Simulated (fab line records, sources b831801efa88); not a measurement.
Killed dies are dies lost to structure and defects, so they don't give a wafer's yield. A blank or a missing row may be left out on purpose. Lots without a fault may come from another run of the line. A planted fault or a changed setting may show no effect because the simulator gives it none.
Which tool did it? | flow sky130 | 6 lots, 18 wafers sampled, at 3 steps of a route of 708

WHAT THE GAUGES READ, wafer by wafer
SKY_SONOS_TUNNEL_TW_MEAS_12.
lot  | measured     | on            | SONOS_TUNNEL_TW
L434 | day 12 03:53 | film_metro-01 | 197.4 196.2 196.6
L438 | day 13 15:48 | film_metro-04 | 197.3 196.6 196.4
L442 | day 14 09:05 | film_metro-04 | 196.1 196.8 196.4
L444 | day 15 07:38 | film_metro-04 | 197.2 197.1 197.0
L449 | day 16 19:25 | film_metro-01 | 197.3 197.5 197.5
L456 | day 19 02:50 | film_metro-01 | 141.7 142.0 141.7

WHICH TOOL RAN EACH LOT (tool, then ch and the chambers of the sampled wafers, then the start)
lot  | SKY_VT_ADJUST_NCORE_STRIP_10         | SKY_SONOS_TUNNEL_IMPLANT_09
L434 | plasma_asher-04 ch 0,1, day 9 06:56  | implanter-04 ch 0, day 12 03:17
L438 | plasma_asher-02 ch 0,1, day 10 14:37 | implanter-04 ch 0, day 13 15:24
L442 | plasma_asher-04 ch 0,1, day 11 05:40 | implanter-01 ch 0, day 14 08:43
L444 | plasma_asher-03 ch 0, day 12 00:26   | implanter-01 ch 0, day 15 06:58
L449 | plasma_asher-03 ch 0,1, day 13 10:47 | implanter-02 ch 0, day 16 18:58
L456 | plasma_asher-02 ch 0,1, day 15 11:46 | implanter-02 ch 0, day 19 02:25
- SKY_VT_ADJUST_NCORE_STRIP_10: strips in O2/N2.
- SKY_SONOS_TUNNEL_IMPLANT_09

THE ANSWER, worked out from the rows above alone
Rule: what is usual is taken from the lots themselves. Put in order of their means at a reading, lots are off if they are a third of the lots or fewer, leave a main group of 4 or more, and stand apart from it by a gap of 3 or more times the standard deviation of the main group's means; of several such gaps the widest counts. A main group whose means are all the same, to the digits that the tables above print for the reading, isn't used. A lot without any number at a reading at which 4 lots or more have one is off too. The other lots that the step has rows for count as sound.
Off: L456, at SKY_SONOS_TUNNEL_TW_MEAS_12 (SONOS_TUNNEL_TW). The main group: mean 196.9, standard deviation 0.34.
A tool fits if, at a process step before that reading, it ran every lot that is off, and no sound lot after the first of them. The gauges at SKY_SONOS_TUNNEL_TW_MEAS_12 are tried like those tools. Can't be told from this: 3 tools fit, plasma_asher-02 at SKY_VT_ADJUST_NCORE_STRIP_10, implanter-02 at SKY_SONOS_TUNNEL_IMPLANT_09, film_metro-01 at SKY_SONOS_TUNNEL_TW_MEAS_12.

WHAT THE SIMULATOR HAD PUT IN
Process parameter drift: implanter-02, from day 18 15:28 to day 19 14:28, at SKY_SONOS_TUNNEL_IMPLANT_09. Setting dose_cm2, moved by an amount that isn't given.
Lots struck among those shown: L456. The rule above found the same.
